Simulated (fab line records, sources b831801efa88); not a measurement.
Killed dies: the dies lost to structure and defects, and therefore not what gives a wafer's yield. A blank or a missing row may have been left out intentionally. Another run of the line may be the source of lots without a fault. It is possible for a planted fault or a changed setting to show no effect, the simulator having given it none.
Which tool was responsible? | flow gf180mcu | 11 lots, 33 wafers sampled, at 6 steps of a route of 602

WHAT EACH GAUGE READ, for each wafer
GF_V3_BOW_MEAS_05.
lot  | measured     | on            | V3_BOW (um)
L578 | day 21 05:39 | film-metro-04 | 111 117 129
L579 | day 21 19:29 | film-metro-04 | 117 113 107
L580 | day 22 04:48 | film-metro-03 | 124 126 136
L581 | day 22 11:49 | film-metro-03 | 97 99 101
L582 | day 22 20:51 | film-metro-04 | 110 99 114
L590 | day 25 15:58 | film-metro-04 | 118 119 119
L591 | day 26 01:55 | film-metro-02 | 124 120 116
L593 | day 26 17:17 | film-metro-04 | 104 115 104
L595 | day 27 03:43 | film-metro-03 | 118 117 110
L600 | day 28 16:47 | film-metro-04 | 126 120 125
L601 | day 28 23:48 | film-metro-03 | 101 117 109

GF_V5_RS_MEAS_24: measures by four-point-probe.
lot  | measured     | on            | V5_W_RS (ohm/sq)
L578 | day 27 01:23 | film-metro-02 | 0.3274 0.3278 0.3290
L579 | day 27 14:10 | film-metro-04 | 0.3310 0.3327 0.3291
L580 | day 27 21:54 | film-metro-02 | 0.3046 0.3024 0.3012
L581 | day 28 04:08 | film-metro-03 | 0.3011 0.2983 0.3007
L582 | day 28 10:11 | film-metro-04 | 0.3013 0.3022 0.2988
L590 | day 30 21:01 | film-metro-02 | 0.3250 0.3271 0.3253
L591 | day 31 06:17 | film-metro-03 | 0.3269 0.3268 0.3241
L593 | day 31 18:41 | film-metro-02 | 0.3256 0.3269 0.3250
L595 | day 32 02:26 | film-metro-04 | 0.3289 0.3267 0.3283
L600 | day 33 08:47 | film-metro-04 | 0.3310 0.3281 0.3254
L601 | day 33 15:52 | film-metro-04 | 0.3277 0.3324 0.3322

GF_V5_THK_MEAS_25: measures by xrf.
lot  | measured     | on            | V5_W_THK (nm)
L578 | day 27 01:31 | film-metro-02 | 361 361 361
L579 | day 27 14:17 | film-metro-04 | 352 351 353
L580 | day 27 22:01 | film-metro-02 | 391 395 393
L581 | day 28 04:15 | film-metro-03 | 396 400 397
L582 | day 28 10:18 | film-metro-04 | 390 387 390
L590 | day 30 21:07 | film-metro-02 | 366 363 362
L591 | day 31 06:25 | film-metro-03 | 359 357 361
L593 | day 31 18:49 | film-metro-02 | 366 365 369
L595 | day 32 02:34 | film-metro-04 | 359 358 358
L600 | day 33 08:54 | film-metro-04 | 357 360 362
L601 | day 33 15:59 | film-metro-04 | 359 353 357

EACH LOT AND THE TOOL THAT RAN IT (in order: tool; ch and the chambers of the sampled wafers; start)
lot  | GF_M3_STRIP_17                       | GF_V4_SPUTTER_21             | GF_V5_CVD_23
L578 | plasma-asher-04 ch 0,1, day 21 04:33 | pvd-sputter-04, day 24 07:10 | cvd-w-02 ch 0,1, day 27 01:17
L579 | plasma-asher-03 ch 0,1, day 21 18:22 | pvd-sputter-02, day 24 19:47 | cvd-w-02 ch 0,1, day 27 14:02
L580 | plasma-asher-04 ch 0,1, day 22 03:43 | pvd-sputter-04, day 25 04:10 | cvd-w-02 ch 0,1, day 27 21:47
L581 | plasma-asher-03 ch 0,1, day 22 10:42 | pvd-sputter-04, day 25 10:12 | cvd-w-02 ch 1, day 28 04:01
L582 | plasma-asher-03 ch 0,1, day 22 19:46 | pvd-sputter-04, day 25 18:25 | cvd-w-02 ch 0,1, day 28 10:04
L590 | plasma-asher-04 ch 0,1, day 25 14:51 | pvd-sputter-03, day 28 08:34 | cvd-w-02 ch 0,1, day 30 20:53
L591 | plasma-asher-03 ch 0,1, day 26 00:48 | pvd-sputter-04, day 28 18:12 | cvd-w-01 ch 0,1, day 31 06:10
L593 | plasma-asher-02 ch 0, day 26 16:12   | pvd-sputter-04, day 29 08:02 | cvd-w-02 ch 0,1, day 31 18:35
L595 | plasma-asher-02 ch 0,1, day 27 02:37 | pvd-sputter-02, day 29 17:52 | cvd-w-02 ch 0,1, day 32 02:19
L600 | plasma-asher-04 ch 0,1, day 28 15:42 | pvd-sputter-03, day 31 03:20 | cvd-w-02 ch 0,1, day 33 08:40
L601 | plasma-asher-04 ch 0,1, day 28 22:42 | pvd-sputter-03, day 31 11:12 | cvd-w-02 ch 0,1, day 33 15:46
- GF_M3_STRIP_17: strips in O2/N2.
- GF_V4_SPUTTER_21: material Ti, target thk 15 nm, time 80.02 s.
- GF_V5_CVD_23: deposits W, target thk 350 nm, time 104.9 s.

WHAT THE TOOLS THEMSELVES READ (means of the sampled wafers that have a number; where no wafer has one, the mark that the record gives instead)
GF_M3_STRIP_17.
lot  | tool            | drypump-motor-current-A (A) | heater-power-w (W) | oes-product-au (a.u.) | strip-time-to-endpoint-s (s)
L578 | plasma-asher-04 | 6.0                         | 308                | 0.558                 | 7.88
L579 | plasma-asher-03 | 6.4                         | 324                | 0.555                 | 7.88
L580 | plasma-asher-04 | 5.6                         | 315                | 0.556                 | 7.88
L581 | plasma-asher-03 | 6.3                         | 281                | 0.560                 | 7.85
L582 | plasma-asher-03 | 6.4                         | 290                | 0.559                 | 7.92
L590 | plasma-asher-04 | 6.0                         | 308                | 0.559                 | 7.87
L591 | plasma-asher-03 | 6.4                         | 327                | 0.559                 | 7.89
L593 | plasma-asher-02 | 5.3                         | 383                | 0.551                 | 7.89
L595 | plasma-asher-02 | 5.5                         | 349                | 0.558                 | 7.89
L600 | plasma-asher-04 | 6.0                         | 304                | 0.556                 | 7.88
L601 | plasma-asher-04 | 5.6                         | 317                | 0.557                 | 7.88

GF_V4_SPUTTER_21.
lot  | tool           | cathode-dc-power-W (W) | throttle-valve-pct (%)
L578 | pvd-sputter-04 | 2500.3                 | 30.3
L579 | pvd-sputter-02 | 2499.6                 | 30.5
L580 | pvd-sputter-04 | 2500.3                 | 30.3
L581 | pvd-sputter-04 | 2500.3                 | 29.9
L582 | pvd-sputter-04 | 2500.1                 | 29.8
L590 | pvd-sputter-03 | 2499.8                 | 30.9
L591 | pvd-sputter-04 | 2500.0                 | 30.2
L593 | pvd-sputter-04 | 2500.1                 | 30.3
L595 | pvd-sputter-02 | 2499.9                 | 30.5
L600 | pvd-sputter-03 | 2499.8                 | 29.7
L601 | pvd-sputter-03 | 2499.5                 | 30.6

GF_V5_CVD_23.
lot  | tool     | heater-power-w (W)
L578 | cvd-w-02 | 919
L579 | cvd-w-02 | 903
L580 | cvd-w-02 | 945
L581 | cvd-w-02 | 875
L582 | cvd-w-02 | 905
L590 | cvd-w-02 | 924
L591 | cvd-w-01 | 837
L593 | cvd-w-02 | 967
L595 | cvd-w-02 | 973
L600 | cvd-w-02 | 971
L601 | cvd-w-02 | 962

THE ANSWER, worked out from the rows above alone
Rule: what is usual is taken from the lots themselves. The widest of any qualifying gaps counts: lots, ordered by their means at a reading, are off when they make up no more than a third of the lots, leave a main group of 4 or more, and stand apart from it by 3 or more times the standard deviation of that group's means. The tables above print the reading to a certain number of digits; a main group whose means all agree to those digits is not used. Also off: a lot with no number at a reading for which 4 or more lots have one. The other lots that the step has rows for count as sound. First the gauges in route order, then the tools' own readings, where a lot's mean is used as printed above. The first step at which some lot is off is used, and at that step the reading that is off furthest; a lot without a number counts as furthest.
Off: L580, L581, L582, seen at GF_V5_RS_MEAS_24 (V5_W_RS). The main group has a mean of 0.3279 ohm/sq with a standard deviation of 0.0019.
A tool fits if, at a process step before that reading, it ran every lot that is off, and no sound lot after the first of them. Gauges at GF_V5_RS_MEAS_24: tried the same way as those tools. Not one of the candidates tried fits.

WHAT THE SIMULATOR HAD INSERTED
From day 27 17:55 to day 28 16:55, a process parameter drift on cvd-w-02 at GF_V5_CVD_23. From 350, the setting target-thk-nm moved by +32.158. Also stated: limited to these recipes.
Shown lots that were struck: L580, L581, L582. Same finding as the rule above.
